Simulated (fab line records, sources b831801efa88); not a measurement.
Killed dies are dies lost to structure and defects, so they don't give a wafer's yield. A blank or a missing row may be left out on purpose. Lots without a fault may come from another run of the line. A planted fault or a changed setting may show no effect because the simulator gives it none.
One fault seen from 2 desks | flow sky130 | each desk has only its own numbers; what lay behind them comes last

THE TOOL OWNER'S DESK: hdpcvd-02
The tool's own readings at SKY_LI_CONTACT_HDPCVD_00 (deposits PSG, target thk 930 nm, time 155 s): means of the sampled wafers that have a number, for each lot that ran on this tool. A lot is out of limits, marked OUT, if its mean lies more than 4 standard deviations from the usual mean; the brackets give that distance.
Columns: A = sih4_flow_sccm at SKY_LI_CONTACT_HDPCVD_00, usual 60.03 sccm
lot  | first seen here | A
L856 | day 28 21:56    | 60.15
L858 | day 30 01:18    | 60.17
L859 | day 30 13:14    | 59.96
L864 | day 32 03:03    | 60.19
L868 | day 33 05:40    | 60.05
L869 | day 33 11:48    | 60.00
L870 | day 33 17:31    | 59.92
L872 | day 34 03:58    | 59.96
This desk's finding: nothing out of limits on any of the 8 lots.

THE METROLOGY DESK
What the gauges read, lot by lot, whatever tool the lot ran on: means of the sampled wafers that have a number. A lot is out of limits, marked OUT, if its mean lies more than 4 standard deviations from the usual mean; the brackets give that distance.
Columns: A = POLY_CUT_OVL at SKY_POLY_CUT_OVL_MEAS_09, usual -7 nm; B = SD_N_OVL at SKY_SD_N_OVL_MEAS_08, usual 0.3 nm; C = LI_CONTACT_HDPCVD_THK at SKY_LI_CONTACT_THK_MEAS_01, usual 927 nm
lot  | first seen here | A   | B    | C
L853 | day 24 11:14    | -11 | -0.5 | 917
L856 | day 25 05:53    | -8  | 0.9  | 923
L858 | day 26 10:37    | -5  | 0.1  | 931
L859 | day 26 22:44    | -8  | -0.1 | 928
L862 | day 28 09:16    | -1  | 1.5  | 923
L864 | day 28 14:50    | -4  | 0.3  | 939
L865 | day 28 18:45    | -12 | 0.3  | 925
L866 | day 28 20:31    | -10 | 3.5  | 918
L868 | day 29 18:23    | -6  | 0.5  | 926
L869 | day 30 00:47    | 1   | -1.2 | 800 (-9.8) OUT
L870 | day 30 06:58    | 0   | -0.9 | 791 (-10) OUT
L872 | day 30 18:02    | -13 | -1.0 | 801 (-9.7) OUT
L874 | day 31 12:28    | -2  | 0.3  | 920
L876 | day 32 00:28    | -4  | -0.6 | 923
This desk's finding: out of limits on L869, L870, L872; first on L869, day 33 11:55 (LI_CONTACT_HDPCVD_THK at SKY_LI_CONTACT_THK_MEAS_01). In limits: L853, L856, L858, L859, L862, L864, L865, L866, L868, L874, L876.

PUT TOGETHER
The metrology desk could have raised an alarm at day 33 11:55, on L869, L870, L872.
The tool owner's desk saw nothing out of limits.
The tool owner's desk has L869, L870, L872 on record, within its limits.
Of the lots named, all ran SKY_LI_CONTACT_HDPCVD_00 on hdpcvd-02.

WHAT THE SIMULATOR HAD PUT IN
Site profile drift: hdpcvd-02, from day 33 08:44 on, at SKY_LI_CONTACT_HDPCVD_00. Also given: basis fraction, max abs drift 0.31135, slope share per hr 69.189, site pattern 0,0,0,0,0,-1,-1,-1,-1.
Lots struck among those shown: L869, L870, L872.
Hours from the fault's start to each desk's first reading out of limits: the metrology desk, 3.
